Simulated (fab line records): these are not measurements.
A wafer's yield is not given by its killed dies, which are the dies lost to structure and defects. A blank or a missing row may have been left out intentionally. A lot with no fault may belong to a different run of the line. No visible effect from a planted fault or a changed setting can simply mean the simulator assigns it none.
2 desks looking at one fault    flow gf180mcu    each desk holds nothing but its own numbers, with what lay behind them at the end

TOOL OWNER'S DESK, cmp-01
The tool's own readings at GF_V4_CMP_04 (polishes SiO2): means of the sampled wafers that have a number, for each lot that ran on this tool. If a lot's mean is further than 4 standard deviations from the usual mean, the lot is out of limits and carries the mark OUT (the distance appears in the brackets).
Columns: A = motor-current-A at GF_V4_CMP_04, usual 11.7 A; B = slurry-filter-dp-kPa at GF_V4_CMP_04, usual 13.50 kPa; C = slurry-flow-ml-min at GF_V4_CMP_04, usual 149.9; D = time-to-endpoint-s at GF_V4_CMP_04, usual 82 s
lot   first seen here  A     B      C      D
L794  day 23 10:14     11.3  13.55  149.9  78
L795  day 23 23:28     11.3  13.43  150.0  87
L796  day 24 08:07     11.3  13.52  150.5  78
L801  day 25 16:10     11.6  13.46  150.0  77
L805  day 27 11:19     10.3  13.53  150.3  44 (-6.3) OUT
L812  day 30 08:02     11.5  13.43  150.1  88
L813  day 30 10:49     11.6  13.35  149.8  82
L815  day 30 20:55     10.1  13.40  150.0  87
This desk's finding: out of limits on L805; first on L805, day 27 11:19 (time-to-endpoint-s at GF_V4_CMP_04). Within limits: L794, L795, L796, L801, L812, L813, L815.

METROLOGY DESK
What the gauges read, lot by lot, whatever tool the lot ran on: means of the sampled wafers that have a number. If a lot's mean is further than 4 standard deviations from the usual mean, the lot is out of limits and carries the mark OUT (the distance appears in the brackets).
Columns: A = M4_ALCU_RS at GF_M4_RS_MEAS_05, usual 0.0690 ohm/sq; B = V4_BOW at GF_V4_BOW_MEAS_05, usual 135 um
lot   first seen here  A       B
L794  day 22 10:52     0.0687  143
L795  day 22 23:09     0.0690  135
L796  day 23 08:43     0.0688  145
L798  day 23 20:29     0.0688  136
L799  day 24 02:12     0.0687  131
L800  day 24 11:51     0.0683  130
L801  day 24 18:03     0.0688  139
L805  day 26 13:52     0.0689  130
L810  day 28 22:25     0.0696  143
L812  day 29 12:48     0.0697  140
L813  day 29 15:20     0.0675  128
L815  day 30 02:08     0.0696  139
L816  day 30 02:41     0.0707  131
Result from this desk: across the 13 lots, nothing is out of limits.

ALL TOGETHER
The tool owner's desk had the chance to raise an alarm at day 27 11:19 on L805.
Nothing out of limits was seen by the metrology desk.
The metrology desk has L805 on record, within its limits.
Every lot named ran GF_V4_CMP_04 on cmp-01.

WHAT THE SIMULATOR PUT IN
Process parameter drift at GF_V4_CMP_04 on cmp-01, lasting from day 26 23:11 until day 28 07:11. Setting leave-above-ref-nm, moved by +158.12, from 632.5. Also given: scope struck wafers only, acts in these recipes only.
Struck lots among those shown: L805.
Each desk's first reading out of limits, in hours after the fault started: the tool owner's desk, 12.
